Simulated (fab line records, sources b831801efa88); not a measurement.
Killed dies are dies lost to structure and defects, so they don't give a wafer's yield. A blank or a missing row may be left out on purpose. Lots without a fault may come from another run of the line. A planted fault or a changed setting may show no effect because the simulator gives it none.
fab line records | flow sky130
record lots=24 wafers=72 last_day=50
route steps=708 shown VIA3@576 METAL4@598 VIA4@640
lots that met no fault: from a run of the same line without faults
start_h: hours from the record's first day to the start of the lot's first wafer shown | wait_h: hours since the lot's step before | " the same as in the row above | L1.1+2: a row that stands for several wafers | - no value, or no start given | * or withheld: withheld | < > ~ a bound
route shown NAME@n: a module of which the file shows steps, and the number in the route of the first | usual: mean/standard deviation of fault-free wafers | same: alike in all rows | chamber/n: place in a boat | sites: the reading at each site | _std_site: their standard deviation | _edge_site: outer sites' mean less inner sites' | radius_mm: how far each site lies from the wafer's centre | mask NAME#n: copy n | behind: the tool/chamber that last shaped the wafer | hold: why the lot was held/for how many hours/how that ended | device: the transistor (n, p or np) that didn't switch | end of line: the same wafers' tests at the end of the route | a step without rows: its recipe alone | killed: dies lost to structure and defects at the first sort, not the wafer's yield | map: a wafer's dies, x killed, . not, _ none there
set.NAME: the setting as run; set.NAME@STEP: as run at that earlier step | model.NAME: the simulator's own value behind a step, which no gauge read
steps of the route over a sample of lots; a table a step, a row a wafer
services: from which hour (start_h, from the record's first day; less than 0 if before it) a tool's chamber was out of use, for how many hours, and why
## steps
# step SKY_VIA3_BOW_MEAS_03
# recipe mode=bow
# usual VIA3_BOW=80/7.2
# columns lot.wafer tool chamber start_h wait_h VIA3_BOW[um]
L074.3 film_metro-01 - 920.90 0.3 82
L074.4 " - " " 80
L074.5 " - " " 86
L075.2 film_metro-02 - 929.88 0.1 76
L075.3 " - " " 72
L075.5 " - " " 90
L077.1 film_metro-01 - 940.78 0.1 85
L077.2 " - " " 84
L077.6 " - " " 91
L076.4 film_metro-02 - 942.78 0.3 71
L076.5 " - " " 59
L076.6 " - " " 75
L078.2 film_metro-03 - 944.60 0.2 81
L078.3 " - " " 78
L078.4 " - " " 83
L079.1 film_metro-01 - 947.40 0.1 84
L079.3 " - " " 79
L079.6 " - " " 89
L080.2 film_metro-03 - 957.08 0.4 77
L080.5 " - " " 87
L080.6 " - " " 76
L081.1 film_metro-02 - 960.65 0.2 79
L081.4 " - " " 86
L081.6 " - " " 78
L082.1 film_metro-03 - 972.81 0.1 72
L082.5 " - " " 69
L082.6 " - " " 73
L083.2 film_metro-02 - 976.54 0.2 78
L083.3 " - " " 81
L083.5 " - " " 80
L084.3 film_metro-01 - 982.46 0.1 72
L084.4 " - " " 78
L084.6 " - " " 80
L085.1 film_metro-01 - 985.93 0.2 81
L085.2 " - " " 90
L085.3 " - " " 77
L086.1 film_metro-03 - 989.07 0.2 78
L086.4 " - " " 81
L086.5 " - " " 80
L088.1 film_metro-03 - 1005.21 0.1 78
L088.3 " - " " 88
L088.5 " - " " 85
L087.2 film_metro-02 - 1005.93 0.3 83
L087.3 " - " " 74
L087.4 " - " " 82
L089.3 film_metro-02 - 1013.05 0.3 78
L089.4 " - " " 71
L089.6 " - " " 78
L091.1 film_metro-01 - 1022.17 0.2 90
L091.3 " - " " 82
L091.6 " - " " 86
L092.1 film_metro-02 - 1028.91 0.2 76
L092.5 " - " " 70
L092.6 " - " " 71
L090.1 film_metro-02 - 1029.56 0.2 81
L090.3 " - " " 81
L090.6 " - " " 81
L093.2 film_metro-02 - 1038.03 0.3 71
L093.3 " - " " 74
L093.6 " - " " 83
L094.2 film_metro-01 - 1040.25 0.2 76
L094.5 " - " " 84
L094.6 " - " " 77
L095.2 film_metro-01 - 1055.63 0.3 93
L095.4 " - " " 83
L095.5 " - " " 83
L096.3 film_metro-03 - 1057.33 0.3 86
L096.4 " - " " 78
L096.5 " - " " 78
L097.1 film_metro-03 - 1060.67 0.2 78
L097.3 " - " " 70
L097.5 " - " " 79
# step SKY_VIA3_RS_MEAS_22
# recipe thk_meas_gauge=four-point-probe reads=W_of_VIA3_CVD_21+TiN_of_VIA3_SPUTTER_20
# usual VIA3_W_RS=0.294/0.0032
# columns lot.wafer tool chamber start_h wait_h VIA3_W_RS[ohm/sq]
L074.3 film_metro-02 - 946.96 0.1 0.298
L074.4 " - " " 0.298
L074.5 " - " " 0.298
L075.2 film_metro-02 - 955.19 0.1 0.296
L075.3 " - " " 0.297
L075.5 " - " " 0.295
L077.1 film_metro-01 - 965.31 0.1 0.293
L077.2 " - " " 0.296
L077.6 " - " " 0.296
L076.4 film_metro-02 - 968.12 0.1 0.289
L076.5 " - " " 0.292
L076.6 " - " " 0.295
L078.2 film_metro-01 - 969.84 0.1 0.298
L078.3 " - " " 0.296
L078.4 " - " " 0.296
L079.1 film_metro-01 - 972.71 0.1 0.297
L079.3 " - " " 0.296
L079.6 " - " " 0.294
L080.2 film_metro-03 - 981.94 0.1 0.296
L080.5 " - " " 0.292
L080.6 " - " " 0.295
L081.1 film_metro-03 - 985.52 0.1 0.304
L081.4 " - " " 0.298
L081.6 " - " " 0.298
L082.1 film_metro-01 - 997.87 0.1 0.299
L082.5 " - " " 0.297
L082.6 " - " " 0.299
L083.2 film_metro-03 - 1001.45 0.1 0.293
L083.3 " - " " 0.293
L083.5 " - " " 0.296
L084.3 film_metro-02 - 1006.46 0.1 0.288
L084.4 " - " " 0.293
L084.6 " - " " 0.295
L085.1 film_metro-03 - 1010.49 0.1 0.298
L085.2 " - " " 0.290
L085.3 " - " " 0.289
L086.1 film_metro-03 - 1013.14 0.1 0.293
L086.4 " - " " 0.297
L086.5 " - " " 0.299
L088.1 film_metro-02 - 1029.91 0.1 0.289
L088.3 " - " " 0.289
L088.5 " - " " 0.289
L087.2 film_metro-03 - 1030.44 0.1 0.297
L087.3 " - " " 0.293
L087.4 " - " " 0.298
L089.3 film_metro-03 - 1036.80 0.1 0.290
L089.4 " - " " 0.294
L089.6 " - " " 0.290
L091.1 film_metro-02 - 1046.14 0.1 0.295
L091.3 " - " " 0.295
L091.6 " - " " 0.295
L092.1 film_metro-03 - 1052.88 0.2 0.293
L092.5 " - " " 0.292
L092.6 " - " " 0.293
L090.1 film_metro-02 - 1053.45 0.2 0.293
L090.3 " - " " 0.289
L090.6 " - " " 0.295
L093.2 film_metro-02 - 1060.84 0.2 0.295
L093.3 " - " " 0.295
L093.6 " - " " 0.296
L094.2 film_metro-02 - 1063.09 0.2 0.296
L094.5 " - " " 0.295
L094.6 " - " " 0.294
L095.2 film_metro-02 - 1077.98 0.1 0.286
L095.4 " - " " 0.291
L095.5 " - " " 0.293
L096.3 film_metro-02 - 1079.80 0.1 0.294
L096.4 " - " " 0.291
L096.5 " - " " 0.291
L097.1 film_metro-01 - 1083.46 0.1 0.291
L097.3 " - " " 0.291
L097.5 " - " " 0.291
# step SKY_VIA3_CMP_24
# recipe stop_on=SiO2 t_overpolish_s=20 down_force_psi=3.5 platen_rpm=60 target_thk_nm=0 pad_velocity_m_s=0.94248
# usual motor_current_A=10.4/0.61 overpolish_run_s=20.000/0.0087 time_to_endpoint_s=95/5.7
# columns lot.wafer tool chamber start_h wait_h motor_current_A overpolish_run_s time_to_endpoint_s
L074.3 cmp-01 2 947.10 0.0 9.6 19.994 96
L074.4 " 0 " " 10.1 19.975 97
L074.5 " 2 " " 9.6 19.981 94
L075.2 cmp-01 2 955.35 0.0 9.3 19.990 94
L075.3 " 1 " " 10.7 19.984 101
L075.5 " 3 " " 10.0 20.000 100
L077.1 cmp-01 3 965.59 0.1 9.9 20.000 101
L077.2 " 0 " " 10.0 19.995 95
L077.6 " 2 " " 9.7 20.004 96
L076.4 cmp-02 2 968.34 0.1 10.7 20.004 86
L076.6 " 0 " " 10.3 19.996 93
L076.5 " 1 " " 11.1 19.997 91
L078.4 cmp-01 0 970.05 0.1 10.0 20.000 91
L078.2 " 1 " " 11.4 20.019 96
L078.3 " 2 " " 9.7 20.002 95
L079.1 cmp-02 1 972.89 0.1 10.9 20.013 87
L079.3 " 0 " " 10.8 20.004 93
L079.6 " 1 " " 10.6 20.008 90
L080.2 cmp-01 3 982.10 0.0 9.7 19.989 98
L080.6 " 3 " " 9.8 20.013 95
L080.5 " 0 " " 9.8 19.997 93
L081.4 cmp-02 0 985.75 0.1 10.4 19.996 93
L081.1 " 2 " " 10.3 20.000 82
L081.6 " 3 " " 11.3 20.015 96
L082.1 cmp-02 1 998.10 0.1 10.8 19.994 93
L082.6 " 0 " " 10.5 19.995 99
L082.5 " 1 " " 11.1 20.003 94
L083.2 cmp-02 1 1001.61 0.0 10.5 20.010 94
L083.3 " 3 " " 10.7 20.002 103
L083.5 " 2 " " 10.2 20.003 83
L084.4 cmp-02 2 1006.60 0.0 10.2 19.998 89
L084.3 " 3 " " 10.9 19.988 112
L084.6 " 3 " " 10.8 19.987 109
L085.1 cmp-02 3 1010.67 0.1 11.5 19.981 103
L085.2 " 1 " " 11.2 20.010 95
L085.3 " 2 " " 10.8 20.008 85
L086.4 cmp-01 1 1013.37 0.1 11.3 20.006 97
L086.1 " 3 " " 9.5 19.999 99
L086.5 " 1 " " 11.0 19.994 97
L088.1 cmp-01 3 1030.19 0.1 9.9 20.001 97
L088.3 " 0 " " 9.7 20.012 92
L088.5 " 1 " " 10.9 20.005 98
L087.2 cmp-02 1 1030.60 0.0 10.8 20.009 98
L087.4 " 3 " " 10.9 19.998 103
L087.3 " 0 " " 10.2 19.999 101
L089.3 cmp-01 2 1037.04 0.1 9.4 20.012 100
L089.4 " 3 " " 9.1 20.013 97
L089.6 " 0 " " 9.8 20.010 99
L091.1 cmp-01 3 1046.37 0.1 10.3 19.994 101
L091.3 " 1 " " 10.8 19.994 100
L091.6 " 2 " " 9.9 19.989 95
L092.1 cmp-02 1 1053.16 0.1 10.7 20.004 94
L092.6 " 3 " " 11.0 20.003 105
L092.5 " 0 " " 10.1 20.008 97
L090.3 cmp-01 0 1053.63 0.0 10.0 19.996 94
L090.1 " 2 " " 9.8 19.990 95
L090.6 " 1 " " 10.6 19.998 100
L093.2 cmp-02 3 1061.00 0.0 10.9 19.997 99
L093.3 " 2 " " 10.7 19.991 83
L093.6 " 3 " " 10.9 20.001 100
L094.2 cmp-02 0 1063.40 0.2 9.8 20.007 94
L094.5 " 1 " " 10.4 20.006 88
L094.6 " 2 " " 10.5 20.003 83
L095.2 cmp-02 1 1078.26 0.2 10.7 20.013 92
L095.4 " 0 " " 10.0 19.997 95
L095.5 " 1 " " 10.4 20.001 92
L096.3 cmp-01 3 1080.04 0.1 9.9 20.010 99
L096.4 " 0 " " 9.7 20.003 96
L096.5 " 2 " " 10.1 20.008 98
L097.3 cmp-01 0 1083.69 0.1 10.1 20.004 94
L097.1 " 2 " " 9.4 20.004 96
L097.5 " 0 " " 9.9 20.026 96
# step SKY_METAL4_SPUTTER_00
# recipe material=Ti target_thk_nm=15 power_w=3000 time_s=10 chamber_pressure_pa=0.4
# usual throttle_valve_pct=30.4/0.74
# columns lot.wafer tool chamber start_h wait_h throttle_valve_pct
L074.3 pvd_sputter-04 - 947.40 0.2 29.7
L074.4 " - " " 30.0
L074.5 " - " " 30.6
L075.2 pvd_sputter-02 - 955.65 0.2 32.0
L075.3 " - " " 29.0
L075.5 " - " " 31.8
L077.1 pvd_sputter-02 - 965.79 0.1 31.8
L077.2 " - " " 31.6
L077.6 " - " " 28.9
L076.4 pvd_sputter-04 - 968.54 0.1 30.6
L076.5 " - " " 29.9
L076.6 " - " " 30.5
L078.2 pvd_sputter-04 - 970.30 0.1 30.4
L078.3 " - " " 30.4
L078.4 " - " " 30.1
L079.1 pvd_sputter-04 - 973.19 0.2 30.2
L079.3 " - " " 30.2
L079.6 " - " " 29.6
L080.2 pvd_sputter-01 - 982.40 0.2 30.7
L080.5 " - " " 31.0
L080.6 " - " " 30.6
L081.1 pvd_sputter-01 - 986.00 0.1 30.0
L081.4 " - " " 30.8
L081.6 " - " " 30.6
L082.1 pvd_sputter-01 - 998.35 0.2 29.2
L082.5 " - " " 29.5
L082.6 " - " " 30.9
L083.2 pvd_sputter-01 - 1001.91 0.2 30.5
L083.3 " - " " 29.3
L083.5 " - " " 29.1
L084.3 pvd_sputter-01 - 1006.90 0.2 30.1
L084.4 " - " " 30.4
L084.6 " - " " 30.9
L085.1 pvd_sputter-04 - 1010.97 0.2 30.6
L085.2 " - " " 29.9
L085.3 " - " " 30.1
L086.1 pvd_sputter-01 - 1013.62 0.1 30.9
L086.4 " - " " 29.2
L086.5 " - " " 30.9
L088.1 pvd_sputter-04 - 1030.39 0.1 30.0
L088.3 " - " " 30.8
L088.5 " - " " 30.1
L087.2 pvd_sputter-01 - 1030.90 0.2 30.6
L087.3 " - " " 30.9
L087.4 " - " " 30.5
L089.3 pvd_sputter-01 - 1037.24 0.1 30.4
L089.4 " - " " 30.5
L089.6 " - " " 30.2
L091.1 pvd_sputter-01 - 1046.62 0.2 30.3
L091.3 " - " " 30.8
L091.6 " - " " 30.2
L092.1 pvd_sputter-04 - 1053.36 0.1 30.2
L092.5 " - " " 29.9
L092.6 " - " " 29.8
L090.1 pvd_sputter-04 - 1053.93 0.1 29.7
L090.3 " - " " 30.4
L090.6 " - " " 30.7
L093.2 pvd_sputter-04 - 1061.30 0.2 30.5
L093.3 " - " " 30.3
L093.6 " - " " 30.0
L094.2 pvd_sputter-02 - 1063.55 0.1 32.1
L094.5 " - " " 31.7
L094.6 " - " " 32.1
L095.2 pvd_sputter-01 - 1078.56 0.2 30.6
L095.4 " - " " 30.9
L095.5 " - " " 29.2
L096.3 pvd_sputter-02 - 1080.24 0.1 31.1
L096.4 " - " " 31.4
L096.5 " - " " 31.5
L097.1 pvd_sputter-04 - 1083.94 0.1 30.3
L097.3 " - " " 30.7
L097.5 " - " " 30.2
# step SKY_VIA4_THK_MEAS_01
# recipe reads=SiO2_of_VIA4_HDPCVD_00
# usual VIA4_HDPCVD_THK=1744/22
# columns lot.wafer tool chamber start_h wait_h VIA4_HDPCVD_THK[nm]
L074.3 film_metro-03 - 997.36 0.1 1749
L074.4 " - " " 1727
L074.5 " - " " 1757
L075.2 film_metro-04 - 1005.22 0.1 1771
L075.3 " - " " 1746
L075.5 " - " " 1765
L077.1 film_metro-04 - 1015.02 0.1 1749
L077.2 " - " " 1712
L077.6 " - " " 1734
L076.4 film_metro-04 - 1016.59 0.0 1754
L076.5 " - " " 1762
L076.6 " - " " 1699
L078.2 film_metro-01 - 1018.48 0.1 1769
L078.3 " - " " 1710
L078.4 " - " " 1721
L079.1 film_metro-03 - 1022.71 0.1 1739
L079.3 " - " " 1704
L079.6 " - " " 1757
L080.2 film_metro-03 - 1031.63 0.1 1718
L080.5 " - " " 1738
L080.6 " - " " 1774
L081.1 film_metro-01 - 1045.66 0.1 1765
L081.4 " - " " 1740
L081.6 " - " " 1741
L082.1 film_metro-03 - 1046.98 0.1 1736
L082.5 " - " " 1750
L082.6 " - " " 1729
L083.2 film_metro-01 - 1049.53 0.1 1725
L083.3 " - " " 1761
L083.5 " - " " 1757
L084.3 film_metro-04 - 1054.67 0.1 1736
L084.4 " - " " 1759
L084.6 " - " " 1736
L085.1 film_metro-03 - 1057.74 0.1 1745
L085.2 " - " " 1762
L085.3 " - " " 1754
L086.1 film_metro-03 - 1061.29 0.1 1751
L086.4 " - " " 1761
L086.5 " - " " 1744
L087.2 film_metro-01 - 1077.12 0.1 1673
L087.3 " - " " 1748
L087.4 " - " " 1710
L088.1 film_metro-03 - 1077.46 0.1 1735
L088.3 " - " " 1709
L088.5 " - " " 1725
L089.3 film_metro-03 - 1081.95 0.1 1736
L089.4 " - " " 1746
L089.6 " - " " 1744
L091.1 film_metro-01 - 1091.56 0.1 1717
L091.3 " - " " 1720
L091.6 " - " " 1729
L092.1 film_metro-01 - 1097.75 0.1 1757
L092.5 " - " " 1728
L092.6 " - " " 1715
L090.1 film_metro-01 - 1098.73 0.1 1798
L090.3 " - " " 1740
L090.6 " - " " 1812
L093.2 film_metro-04 - 1105.96 0.1 1756
L093.3 " - " " 1779
L093.6 " - " " 1727
L094.2 film_metro-03 - 1108.61 0.1 1723
L094.5 " - " " 1735
L094.6 " - " " 1723
L096.3 film_metro-01 - 1124.89 0.1 1757
L096.4 " - " " 1771
L096.5 " - " " 1727
L095.2 film_metro-01 - 1127.57 0.1 1758
L095.4 " - " " 1765
L095.5 " - " " 1805
L097.1 film_metro-04 - 1128.26 0.1 1753
L097.3 " - " " 1718
L097.5 " - " " 1716
# step SKY_VIA4_SPUTTER_17
# recipe material=TiN target_thk_nm=20 chamber_pressure_pa=5 power_w=4000 time_s=80
# usual throttle_valve_pct=30.6/1.1
# columns lot.wafer tool chamber start_h wait_h throttle_valve_pct
L074.3 pvd_sputter-04 - 1021.74 0.0 30.1
L074.4 " - " " 29.9
L074.5 " - " " 30.1
L075.2 pvd_sputter-03 - 1029.34 0.0 30.7
L075.3 " - " " 30.1
L075.5 " - " " 30.9
L077.1 pvd_sputter-04 - 1038.91 0.0 29.5
L077.2 " - " " 30.4
L077.6 " - " " 30.6
L076.4 pvd_sputter-03 - 1040.40 0.0 30.7
L076.5 " - " " 28.4
L076.6 " - " " 30.7
L078.2 pvd_sputter-02 - 1041.91 0.0 31.9
L078.3 " - " " 32.1
L078.4 " - " " 28.9
L079.1 pvd_sputter-03 - 1046.59 0.0 30.5
L079.3 " - " " 30.5
L079.6 " - " " 30.2
L080.2 pvd_sputter-02 - 1055.14 0.0 31.5
L080.5 " - " " 31.7
L080.6 " - " " 31.5
L081.1 pvd_sputter-02 - 1068.16 0.0 31.4
L081.4 " - " " 31.4
L081.6 " - " " 31.8
L082.1 pvd_sputter-02 - 1069.91 0.0 29.0
L082.5 " - " " 29.0
L082.6 " - " " 31.9
L083.2 pvd_sputter-02 - 1072.16 0.0 32.0
L083.3 " - " " 31.7
L083.5 " - " " 31.5
L084.3 pvd_sputter-02 - 1077.09 0.0 31.4
L084.4 " - " " 29.3
L084.6 " - " " 32.2
L085.1 pvd_sputter-03 - 1080.47 0.0 30.2
L085.2 " - " " 28.5
L085.3 " - " " 30.6
L086.1 pvd_sputter-02 - 1083.39 0.0 29.0
L086.4 " - " " 31.3
L086.5 " - " " 31.2
L087.2 pvd_sputter-02 - 1099.38 0.0 31.2
L087.3 " - " " 31.5
L087.4 " - " " 31.6
L088.1 pvd_sputter-03 - 1099.62 0.0 28.5
L088.3 " - " " 30.2
L088.5 " - " " 28.5
L089.3 pvd_sputter-02 - 1103.47 0.0 32.5
L089.4 " - " " 31.2
L089.6 " - " " 31.8
L091.1 pvd_sputter-02 - 1113.31 0.0 31.5
L091.3 " - " " 31.5
L091.6 " - " " 32.4
L092.1 pvd_sputter-02 - 1118.93 0.0 31.3
L092.5 " - " " 31.7
L092.6 " - " " 31.4
L090.1 pvd_sputter-04 - 1119.57 0.0 30.4
L090.3 " - " " 30.2
L090.6 " - " " 30.4
L093.2 pvd_sputter-02 - 1127.59 0.0 32.2
L093.3 " - " " 31.8
L093.6 " - " " 31.2
L094.2 pvd_sputter-02 - 1130.12 0.0 31.9
L094.5 " - " " 31.6
L094.6 " - " " 31.5
L096.3 pvd_sputter-03 - 1144.75 0.0 28.5
L096.4 " - " " 30.6
L096.5 " - " " 30.4
L095.2 pvd_sputter-03 - 1147.29 0.0 30.3
L095.4 " - " " 30.2
L095.5 " - " " 30.3
L097.1 pvd_sputter-02 - 1148.31 0.0 31.2
L097.3 " - " " 29.0
L097.5 " - " " 31.1
## services
# columns tool chamber start_h hours kind
pvd_sputter-04 - 925.62 4.7 repair
cmp-02 - 938.69 7.0 repair
pvd_sputter-04 1 946.45 - consumable_replace:kit
pvd_sputter-04 1 946.45 18.0 scheduled_down
pvd_sputter-04 1 946.45 18.0 vent_cycle
cmp-02 - 948.08 2.4 repair
pvd_sputter-01 - 948.52 2.6 repair
cmp-01 - 948.71 2.7 repair
cmp-01 - 953.87 1.0 repair
pvd_sputter-04 - 954.48 9.7 repair
pvd_sputter-01 - 959.56 3.6 repair
pvd_sputter-04 - 1062.22 9.8 repair
cmp-02 - 1084.00 4.0 pm
pvd_sputter-02 2 1084.40 - consumable_replace:kit
pvd_sputter-02 2 1084.40 18.0 scheduled_down
pvd_sputter-02 2 1084.40 18.0 vent_cycle
cmp-02 - 1088.00 - consumable_replace:conditioner
cmp-02 - 1088.00 - consumable_replace:pad
pvd_sputter-04 0 1106.40 - consumable_replace:kit
pvd_sputter-04 0 1106.40 18.0 scheduled_down
pvd_sputter-04 0 1106.40 18.0 vent_cycle
cmp-01 - 1106.46 5.6 pm
cmp-02 - 1136.23 13.7 pm
pvd_sputter-03 - 1137.51 1.7 repair
## key
fault none
